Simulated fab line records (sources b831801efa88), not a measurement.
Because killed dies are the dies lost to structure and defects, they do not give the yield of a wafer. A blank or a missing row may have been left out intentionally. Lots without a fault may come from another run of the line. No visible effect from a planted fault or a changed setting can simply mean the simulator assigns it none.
Matching of chambers / flow sky130 / SKY_VIA2_CMP_24 on cmp-01: 4 sister chambers
The step polishes, stops on SiO2, t overpolish 20 s, target thk 0 nm. 18 wafers are shown with their chamber, then 9 later ones without.

## WAFERS, EACH WITH ITS CHAMBER
wafer=L076.2; chamber=2; motor_current_A (A)=11.4; time_to_endpoint_s (s)=102; platen_rpm (rpm)=59.99
wafer=L076.3; chamber=1; motor_current_A (A)=12.1; time_to_endpoint_s (s)=103; platen_rpm (rpm)=60.07
wafer=L076.6; chamber=1; motor_current_A (A)=12.0; time_to_endpoint_s (s)=105; platen_rpm (rpm)=60.00
wafer=L077.1; chamber=3; motor_current_A (A)=11.5; time_to_endpoint_s (s)=102; platen_rpm (rpm)=60.00
wafer=L077.4; chamber=2; motor_current_A (A)=12.0; time_to_endpoint_s (s)=96; platen_rpm (rpm)=60.01
wafer=L077.6; chamber=1; motor_current_A (A)=11.5; time_to_endpoint_s (s)=99; platen_rpm (rpm)=59.93
wafer=L080.2; chamber=3; motor_current_A (A)=11.3; time_to_endpoint_s (s)=105; platen_rpm (rpm)=60.05
wafer=L080.4; chamber=2; motor_current_A (A)=11.7; time_to_endpoint_s (s)=109; platen_rpm (rpm)=59.96
wafer=L080.6; chamber=2; motor_current_A (A)=11.5; time_to_endpoint_s (s)=101; platen_rpm (rpm)=59.98
wafer=L084.1; chamber=0; motor_current_A (A)=9.0; time_to_endpoint_s (s)=101; platen_rpm (rpm)=60.00
wafer=L084.3; chamber=2; motor_current_A (A)=11.7; time_to_endpoint_s (s)=103; platen_rpm (rpm)=59.92
wafer=L084.5; chamber=3; motor_current_A (A)=11.0; time_to_endpoint_s (s)=104; platen_rpm (rpm)=60.03
wafer=L090.1; chamber=2; motor_current_A (A)=11.0; time_to_endpoint_s (s)=103; platen_rpm (rpm)=60.01
wafer=L090.2; chamber=3; motor_current_A (A)=11.0; time_to_endpoint_s (s)=105; platen_rpm (rpm)=59.98
wafer=L090.3; chamber=1; motor_current_A (A)=11.2; time_to_endpoint_s (s)=103; platen_rpm (rpm)=60.03
wafer=L092.3; chamber=1; motor_current_A (A)=11.2; time_to_endpoint_s (s)=101; platen_rpm (rpm)=59.99
wafer=L092.4; chamber=0; motor_current_A (A)=9.0; time_to_endpoint_s (s)=101; platen_rpm (rpm)=60.05
wafer=L092.5; chamber=2; motor_current_A (A)=11.6; time_to_endpoint_s (s)=101; platen_rpm (rpm)=60.01

SIGNATURES (averages over the wafers above)
reading=motor_current_A; chamber 0=9.000; chamber 1=11.600; chamber 2=11.557; chamber 3=11.200; scatter within a chamber=0.327
reading=time_to_endpoint_s; chamber 0=101.00; chamber 1=102.20; chamber 2=102.14; chamber 3=104.00; scatter within a chamber=2.87
reading=platen_rpm; chamber 0=60.0250; chamber 1=60.0040; chamber 2=59.9829; chamber 3=60.0150; scatter within a chamber=0.0393
Rule: distance of a wafer from a chamber = root of the sum over the readings of ((wafer's reading minus chamber's mean) / reading's scatter) squared. The wafer belongs to the nearest chamber; if the next one is less than 2 further off, it can't be placed. How the scatter is found: for the shown wafers, subtract from each reading the mean of its chamber, square and add these, divide the total by (wafers less chambers), then take the root.

## WAFERS WITH NO CHAMBER GIVEN
wafer=L091.4; motor_current_A (A)=11.1; time_to_endpoint_s (s)=108; platen_rpm (rpm)=60.01
wafer=L091.5; motor_current_A (A)=9.5; time_to_endpoint_s (s)=102; platen_rpm (rpm)=60.03
wafer=L091.6; motor_current_A (A)=11.4; time_to_endpoint_s (s)=108; platen_rpm (rpm)=59.99
wafer=L095.1; motor_current_A (A)=12.0; time_to_endpoint_s (s)=101; platen_rpm (rpm)=60.06
wafer=L095.4; motor_current_A (A)=11.8; time_to_endpoint_s (s)=103; platen_rpm (rpm)=60.07
wafer=L095.6; motor_current_A (A)=11.7; time_to_endpoint_s (s)=103; platen_rpm (rpm)=60.05
wafer=L097.1; motor_current_A (A)=11.7; time_to_endpoint_s (s)=105; platen_rpm (rpm)=60.03
wafer=L097.3; motor_current_A (A)=11.7; time_to_endpoint_s (s)=104; platen_rpm (rpm)=59.97
wafer=L097.5; motor_current_A (A)=9.5; time_to_endpoint_s (s)=99; platen_rpm (rpm)=59.97

## THE CHAMBER EACH PASSED THROUGH
wafer=L091.4; from the rows above=can't be placed: 3 or 1 or 2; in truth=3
wafer=L091.5; from the rows above=0; in truth=0
wafer=L091.6; from the rows above=can't be placed: 3 or 2 or 1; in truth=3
wafer=L095.1; from the rows above=can't be placed: 1 or 2 or 3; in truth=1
wafer=L095.4; from the rows above=can't be placed: 1 or 3 or 2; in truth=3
wafer=L095.6; from the rows above=can't be placed: 1 or 2 or 3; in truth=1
wafer=L097.1; from the rows above=can't be placed: 1 or 3 or 2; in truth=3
wafer=L097.3; from the rows above=can't be placed: 2 or 1 or 3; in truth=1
wafer=L097.5; from the rows above=0; in truth=0
Correct placement for 2 of the 9. Can't be placed from these rows: 7 (the true chamber is among the candidates in 7). 0 placed wrongly.
